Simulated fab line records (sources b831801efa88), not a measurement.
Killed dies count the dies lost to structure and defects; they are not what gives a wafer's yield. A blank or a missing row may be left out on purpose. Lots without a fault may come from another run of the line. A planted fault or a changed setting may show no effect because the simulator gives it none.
8D (eight disciplines) problem report, filled in by code ; flow sky130 ; the parts of the form that need people (team, actions taken, sign-off) are left out

== 1. THE PROBLEM ==
Wafers without a fault read 48.53 W, standard deviation 0.15; bias_w at SKY_CAPM_METAL_ETCH_13 reads a mean of 49.66 W on 4 wafers belonging to 2 lots. Measured from the usual mean, that is +7.6 standard deviations.
The step: etches TiN in Cl2/BCl3, stops on SiO2, target depth 220 nm, time 62.9 s.
First observed at day 42 08:02: wafer L783.1, on rie_metal-03. Wafers with a number at this step in the record: 36, from 12 lots. By rule, "out" or "out of limits" means more than 4 standard deviations away from the usual mean. The other wafers with a number count as sound.

== 2. WHAT IT IS, AND WHAT IT ISN'T ==
question;is;is not
which readings at this step;bias_w;drypump_motor_current_A, oes_product_au
which lots;L783, L786;L767, L768, L769, L770, L773, L774, L776, L778, L780, L784
which wafers of those lots;L783.1, L783.6, L786.2, L786.4;L783.3, L786.5
read on which tools;rie_metal-03;rie_metal-01, rie_metal-04
when;from day 42 08:02;"up to then (28 sound wafers); but 4 sound wafers of L784, L786 came after"

== 3. THE SUSPECTS, EACH WITH WHAT RULES IT OUT ==
Counting: any tool at a process step up to the reading remains a suspect provided it ran every lot that is out. Sound lots after the first of them don't rule it out here, since some wafers of a struck lot are sound.
- cmp-01 at SKY_VIA2_CMP_24 (polishes, stops on SiO2, t overpolish 20 s, target thk 0 nm): kept. Every lot that is out went through it, the first being L783 (day 41 08:27); the last sound lot it ran before that was L776 (day 39 05:07).
- rie_metal-03 at SKY_CAPM_METAL_ETCH_13 (etches TiN in Cl2/BCl3, stops on SiO2, target depth 220 nm, time 62.9 s): kept. Every lot that is out went through it, the first being L783 (day 42 08:02); the last sound lot it ran before that was L780 (day 41 07:32). Its own readings are out on those wafers: bias_w.
- Within rie_metal-03 at SKY_CAPM_METAL_ETCH_13: the wafers that are out ran in chamber 1; their sound lot-mates ran in chamber 0.
The count leaves rie_metal-03 at SKY_CAPM_METAL_ETCH_13 and cmp-01 at SKY_VIA2_CMP_24.

== 4. THE CAUSE (what the simulator had put in) ==
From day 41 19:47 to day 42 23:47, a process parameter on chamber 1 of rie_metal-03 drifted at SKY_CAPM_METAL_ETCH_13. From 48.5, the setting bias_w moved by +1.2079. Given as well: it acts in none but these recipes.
Counting leaves 2 suspects; this tool is one of them.

== 5. THE CHAIN OF EFFECTS, in route order ==
Each row: a reading where the mean over the struck wafers with a number is more than 3 standard deviations away from the usual. Only readings for which the record gives a usual standard deviation are gone through. hours: the time from each lot's start at the first step in this table that gives one to its start at this step, as a median over the lots. sigmas: the change in usual standard deviations.
hours;step;reading;usual;on struck wafers;change;sigmas
0;SKY_CAPM_METAL_ETCH_13;bias_w;48.53 W;49.66;+1.13;+7.6
Here are the process steps it includes:
- SKY_CAPM_METAL_ETCH_13: etches TiN in Cl2/BCl3, stops on SiO2, target depth 220 nm, time 62.9 s.
At these later measuring or inspecting steps, every struck wafer for which the step has a row has a number for every such reading, and none has moved that far: SKY_METAL3_CD_MEAS_13.

== 6. WHAT WOULD HAVE CAUGHT IT SOONER ==
First out-of-limits reading in this record: day 42 08:02, which is 12 hours after fault onset at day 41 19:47.
